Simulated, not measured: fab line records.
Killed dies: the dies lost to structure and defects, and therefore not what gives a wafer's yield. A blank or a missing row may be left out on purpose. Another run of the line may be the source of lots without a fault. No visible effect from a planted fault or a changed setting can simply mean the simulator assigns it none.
fab line records    flow sky130
record lots=7  wafers=19  last-day=50
route steps=708 shown LDD_HVN@269 LDD_HVP@278 PAD_OPEN@708
lots that met no fault: from a run of the same line without faults
start-h: the number of hours between the record's first day and the start of the first shown wafer of the lot    wait-h: time in hours since the lot's previous step    " unchanged from the row above    L1.1+2: one row covering several wafers at once    - value missing, or start not given    * or withheld: withheld    < > ~ a bound
route shown NAME@n: NAME is a module with steps in the file, n the number in the route of the first one    usual: the fault-free wafers' mean and standard deviation    same: alike in all rows    chamber/n: place in a boat    sites: each site's reading    _std_site: how widely they spread, as a standard deviation    _edge_site: outer sites' mean less inner sites'    radius-mm: how far each site lies from the wafer's centre    mask NAME#n: copy n    behind: the last tool/chamber to shape the wafer    hold: what put the lot on hold/how long, in hours/how the hold closed    device: the n, p or np transistor that did not switch    end of line: tests run on the same wafers once the route is complete    a step given without rows: its recipe and nothing more    killed: at the first sort, the dies lost to defects and structure; wafer yield is something else    map: a wafer's dies, x killed, . not, _ none there
set.NAME: the setting the step ran with; set.NAME@STEP: the setting that earlier step ran with    model.NAME: the simulator's own value behind a step, which no gauge read
lots at selected steps of the route; one table per step, one row per wafer
services: when a tool's chamber went out of use (start-h, in hours from the record's first day, below 0 if earlier), for how many hours, and the reason
## steps
# step SKY_LDD_HVN_COAT_02
# recipe resist=NOVOLAK  spin-rpm=3000  resist-thk-nm=300
# step SKY_LDD_HVN_SOFTBAKE_03
# recipe temp-c=90  time-s=60  resist=NOVOLAK
# step SKY_LDD_HVN_EXPOSE_04
# recipe mask-id=HVNTM  na=0.6  source-shape=conventional  sigma-outer=0.6  polarization=unpolarized  target-cd-nm=700  dose-mj=127
# step SKY_LDD_HVN_PEB_05
# recipe temp-c=withheld  time-s=*  resist=NOVOLAK
# step SKY_LDD_HVN_DEVELOP_06
# recipe resist=NOVOLAK  developer=TMAH  develop-time-s=60  dev-temp-c=23
# step SKY_LDD_HVN_OVL_MEAS_07
# usual LDD_HVN_OVL=-0.5/1.2
lot.wafer  tool        chamber  start-h  wait-h  LDD_HVN_OVL[nm]
L846.2     overlay-01  -        487.96   0.1     -1.4
L846.4     "           -        "        "       -3.4
L846.5     "           -        "        "       -2.9
L852.2     overlay-02  -        541.61   0.1     -3.4
L852.6     "           -        "        "       -0.1
L853.2     overlay-01  -        555.01   0.1     -1.5
L853.5     "           -        "        "       -0.7
L854.2     overlay-02  -        568.26   0.1     -0.6
L854.3     "           -        "        "       -1.7
L854.6     "           -        "        "       -1.0
L857.1     overlay-02  -        586.26   0.1     0.6
L857.2     "           -        "        "       1.8
L857.3     "           -        "        "       1.0
L861.2     overlay-02  -        630.84   0.1     -0.7
L861.3     "           -        "        "       0.3
L861.4     "           -        "        "       -0.8
L865.3     overlay-02  -        652.72   0.1     -1.2
L865.4     "           -        "        "       -0.2
L865.6     "           -        "        "       -0.4
# step SKY_LDD_HVN_IMPLANT_08
# recipe species=P  energy-kev=60  dose-cm2=3e+13  tilt-deg=40
# step SKY_LDD_HVN_STRIP_09
# recipe chemistry=O2/N2  power-w=1400  pressure-mtorr=1500  platen-temp-c=withheld  o2-flow-sccm=3000  n2-flow-sccm=300  overash-fraction=0.5
# usual drypump-motor-current-A=5.7/0.55  oes-product-au=0.408/0.0049  strip-time-to-endpoint-s=4.137/0.015
lot.wafer  tool             chamber  start-h  wait-h  drypump-motor-current-A  oes-product-au  rf-hours-counter-h  strip-time-to-endpoint-s
L846.2     plasma-asher-02  1        488.14   0.1     5.1                      0.405           5                   4.126
L846.4     "                0        "        "       6.1                      0.409           -                   4.123
L846.5     "                1        "        "       5.1                      0.405           -                   4.127
L852.2     plasma-asher-03  0        541.79   0.1     5.2                      0.397           40                  4.154
L852.6     "                0        "        "       5.2                      0.409           -                   4.156
L853.2     plasma-asher-02  0        555.19   0.1     6.1                      0.404           12                  4.147
L853.5     "                0        "        "       6.1                      0.404           -                   4.125
L854.2     plasma-asher-04  1        568.44   0.1     5.2                      0.407           78                  4.142
L854.3     "                0        "        "       6.2                      0.420           -                   4.165
L854.6     "                1        "        "       5.2                      0.411           -                   4.149
L857.1     plasma-asher-02  1        586.44   0.1     5.1                      0.397           15                  4.135
L857.2     "                0        "        "       6.0                      0.412           15                  4.131
L857.3     "                0        "        "       6.0                      0.405           -                   4.139
L861.2     plasma-asher-04  0        631.02   0.1     6.1                      0.411           83                  4.122
L861.3     "                1        "        "       5.2                      0.403           -                   4.146
L861.4     "                0        "        "       6.1                      0.405           -                   4.143
L865.3     plasma-asher-04  0        652.93   0.1     6.1                      0.403           -                   4.106
L865.4     "                1        "        "       5.2                      0.405           -                   4.130
L865.6     "                0        "        "       6.1                      0.403           -                   4.112
# step SKY_LDD_HVN_TW_MEAS_10
# usual LDD_HVN_TW=1422/11
lot.wafer  tool           chamber  start-h  wait-h  LDD_HVN_TW
L846.2     film-metro-03  -        488.25   0.1     1414
L846.4     "              -        "        "       1405
L846.5     "              -        "        "       1401
L852.2     film-metro-03  -        541.90   0.1     1411
L852.6     "              -        "        "       1407
L853.2     film-metro-04  -        555.30   0.1     1420
L853.5     "              -        "        "       1426
L854.2     film-metro-04  -        568.55   0.1     1426
L854.3     "              -        "        "       1424
L854.6     "              -        "        "       1420
L857.1     film-metro-03  -        586.54   0.1     1405
L857.2     "              -        "        "       1417
L857.3     "              -        "        "       1414
L861.2     film-metro-04  -        631.13   0.1     1418
L861.3     "              -        "        "       1417
L861.4     "              -        "        "       1420
L865.3     film-metro-03  -        653.01   0.1     1414
L865.4     "              -        "        "       1407
L865.6     "              -        "        "       1394
# step SKY_LDD_HVP_DEHYDRATE_00
# recipe temp-c=200  time-s=60
# step SKY_LDD_HVP_HMDS_01
# recipe prime-time-s=60  prime-temp-c=120
# step SKY_LDD_HVP_COAT_02
# recipe resist=NOVOLAK  spin-rpm=3000  resist-thk-nm=300
# step SKY_LDD_HVP_SOFTBAKE_03
# recipe temp-c=90  time-s=60  resist=NOVOLAK
# usual heater-power-total-W=56.60/0.043  run-length-s=89.25/0.12
lot.wafer  tool            chamber  start-h  wait-h  heater-power-total-W  run-length-s
L846.2     litho-track-02  0        503.26   0.1     56.59                 89.42
L846.4     "               0        "        "       56.63                 89.26
L846.5     "               0        "        "       56.66                 89.61
L852.2     litho-track-03  0        556.65   0.1     61.64                 75.36
L852.6     "               0        "        "       56.58                 89.21
L853.2     litho-track-03  0        569.25   0.1     61.64                 75.47
L853.5     "               0        "        "       61.58                 75.59
L854.2     litho-track-03  0        581.90   0.1     61.58                 75.43
L854.3     "               0        "        "       56.64                 89.38
L854.6     "               0        "        "       56.60                 89.24
L857.1     litho-track-02  0        601.84   0.1     56.68                 89.48
L857.2     "               0        "        "       56.59                 89.28
L857.3     "               0        "        "       56.58                 89.14
L861.2     litho-track-03  0        644.80   0.1     56.64                 89.20
L861.3     "               0        "        "       56.57                 89.23
L861.4     "               0        "        "       56.54                 89.21
L865.3     litho-track-03  0        666.43   0.1     56.52                 89.18
L865.4     "               0        "        "       56.62                 89.28
L865.6     "               0        "        "       56.62                 89.57
# step SKY_LDD_HVP_EXPOSE_04
# recipe mask-id=HVPTM  na=0.6  source-shape=conventional  sigma-outer=0.6  polarization=unpolarized  target-cd-nm=700  dose-mj=86
# step SKY_PAD_OPEN_PROBE_99
# usual killed_at_M0_to_M3=43/7.2  killed_at_M4_up=3.3/1.8  killed-at-contacts=23/5.5  killed-at-front-end=16/5.1  killed-at-other=0.4/0.65  killed-dies=85/10  killed-open=46/7.1  killed-short=38/7.2
# same gross-dies=492  killed-at-back-side=0
lot.wafer  tool       chamber  start-h  wait-h  killed_at_M0_to_M3  killed_at_M4_up  killed-at-contacts  killed-at-front-end  killed-at-other  killed-dies  killed-open  killed-short
L852.2     prober-02  -        1123.03  0.1     44                  4                28                  14                   0                90           49           39
L852.6     prober-02  -        1123.23  0.2     63                  6                27                  16                   0                112          52           59
L853.2     prober-01  -        1135.64  0.1     34                  2                20                  8                    0                64           41           23
L853.5     prober-01  -        1135.79  0.2     39                  4                31                  7                    1                82           56           25
L854.2     prober-02  -        1142.86  0.1     51                  7                20                  13                   2                93           45           48
L854.3     prober-02  -        1142.91  0.2     37                  4                20                  9                    1                71           37           34
L854.6     prober-02  -        1143.06  0.2     33                  4                23                  20                   0                80           42           38
L857.1     prober-01  -        1155.79  0.1     53                  2                26                  14                   1                96           55           41
L857.2     prober-01  -        1155.84  0.1     54                  2                22                  15                   1                94           53           40
L857.3     prober-01  -        1155.89  0.2     38                  4                20                  15                   0                77           47           30
L861.2     prober-01  -        1179.62  0.1     44                  4                23                  18                   0                89           53           36
L861.3     prober-01  -        1179.67  0.2     46                  0                17                  15                   1                79           39           40
L861.4     prober-01  -        1179.72  0.2     41                  4                26                  19                   0                90           54           36
# killed by level:class
L852.2 VIA1:geometric-particle:open=11 VIA2:geometric-particle:open=9 CONTACT:geometric-particle:open=9 METAL2:geometric-particle:short=9 LI_CONTACT:geometric-particle:open=8 POLY_GATE:geometric-particle:short=6 LOCAL_INTERCONNECT:geometric-particle:short=4 CONTACT:geometric-particle:short=4
L852.6 LI_CONTACT:geometric-particle:open=12 VIA3:geometric-particle:open=11 METAL1:geometric-particle:short=9 METAL2:geometric-particle:short=8 VIA1:geometric-particle:open=7 CONTACT:geometric-particle:short=7 VIA2:geometric-particle:open=7 VIA3:geometric-particle:short=5
L853.2 CONTACT:geometric-particle:open=11 VIA2:geometric-particle:open=9 VIA1:geometric-particle:open=7 LI_CONTACT:geometric-particle:open=6 VIA3:geometric-particle:short=4 CONTACT:geometric-particle:short=3 METAL2:geometric-particle:short=3 VIA3:geometric-particle:open=3
L853.5 CONTACT:geometric-particle:open=18 VIA1:geometric-particle:open=11 LI_CONTACT:geometric-particle:open=7 METAL2:geometric-particle:short=6 VIA2:geometric-particle:open=6 VIA3:geometric-particle:open=6 LOCAL_INTERCONNECT:geometric-particle:short=4 POLY_GATE:geometric-particle:open=2
L854.2 VIA1:geometric-particle:open=11 METAL1:geometric-particle:short=7 VIA3:geometric-particle:open=7 METAL4:geometric-particle:short=6 LI_CONTACT:geometric-particle:open=6 FIELD_ISO:geometric-particle:open=5 VIA1:geometric-particle:short=5 METAL2:geometric-particle:short=5
L854.3 VIA1:geometric-particle:open=9 CONTACT:geometric-particle:open=6 LI_CONTACT:geometric-particle:open=5 CONTACT:geometric-particle:short=5 METAL2:geometric-particle:short=5 VIA2:geometric-particle:open=5 LOCAL_INTERCONNECT:geometric-particle:short=4 METAL1:geometric-particle:short=4
L854.6 CONTACT:geometric-particle:open=10 VIA1:geometric-particle:open=8 FIELD_ISO:geometric-particle:open=7 METAL1:geometric-particle:short=7 LI_CONTACT:geometric-particle:open=6 POLY_GATE:geometric-particle:short=5 VIA3:geometric-particle:short=5 METAL4:geometric-particle:short=4
L857.1 VIA1:geometric-particle:open=17 VIA3:geometric-particle:open=12 CONTACT:geometric-particle:short=10 CONTACT:geometric-particle:open=9 FIELD_ISO:geometric-particle:short=5 METAL1:geometric-particle:short=5 FIELD_ISO:geometric-particle:open=4 VIA2:geometric-particle:open=4
L857.2 CONTACT:geometric-particle:open=11 METAL1:geometric-particle:short=10 VIA1:geometric-particle:open=10 VIA1:geometric-particle:short=8 VIA3:geometric-particle:open=7 FIELD_ISO:geometric-particle:open=5 LI_CONTACT:geometric-particle:open=5 METAL3:geometric-particle:short=4
L857.3 CONTACT:geometric-particle:open=11 METAL2:geometric-particle:short=8 VIA1:geometric-particle:open=7 VIA3:geometric-particle:open=7 FIELD_ISO:geometric-particle:open=6 LI_CONTACT:geometric-particle:open=6 VIA3:geometric-particle:short=3 POLY_GATE:geometric-particle:open=3
L861.2 VIA1:geometric-particle:open=13 CONTACT:geometric-particle:open=10 LI_CONTACT:geometric-particle:open=9 VIA2:geometric-particle:open=7 METAL1:geometric-particle:short=6 FIELD_ISO:geometric-particle:open=5 VIA1:geometric-particle:short=5 VIA3:geometric-particle:open=5
L861.3 VIA1:geometric-particle:open=11 POLY_GATE:geometric-particle:short=6 LI_CONTACT:geometric-particle:open=6 METAL2:geometric-particle:short=6 FIELD_ISO:geometric-particle:open=5 VIA2:geometric-particle:open=5 VIA1:geometric-particle:short=5 VIA3:geometric-particle:open=5
L861.4 LI_CONTACT:geometric-particle:open=10 VIA3:geometric-particle:open=10 POLY_GATE:geometric-particle:short=8 CONTACT:geometric-particle:open=8 VIA1:geometric-particle:open=8 VIA2:geometric-particle:open=6 FIELD_ISO:geometric-particle:open=5 LOCAL_INTERCONNECT:geometric-particle:short=4
## services
tool             chamber  start-h  hours  kind
plasma-asher-02  -        464.99   0.5    repair
plasma-asher-04  -        512.30   10.2   repair
plasma-asher-04  -        583.52   2.7    repair
plasma-asher-04  -        584.69   3.2    repair
## key
first-sign step=SKY_LDD_HVP_SOFTBAKE_03  reading=heater-power-total-W  direction=up  sigmas=99+  usual=*  struck=*
effect step=SKY_LDD_HVP_SOFTBAKE_03  reading=run-length-s  direction=down  sigmas=99+  usual=*  struck=*
met-at SKY_LDD_HVP_SOFTBAKE_03
struck-wafers L852.2,L853.2,L853.5,L854.2
tester-left-out L852,L853,L854
fault kind=process-parameter-drift  tool=litho-track-03  chamber=-  onset-h=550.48  steps=SKY_LDD_HVP_SOFTBAKE_03  channel=time-s  offset=*  shape=step  end-h=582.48  scope=struck-wafers-only  acts-in=*  stated=*
# tester-left-out: of these lots the tester's yield and bins aren't shown, on N5 and GAA mostly nor the transistor test; their killed dies are dies lost to structure and defects alone, not to doping, threshold or leakage, so they don't give the yield
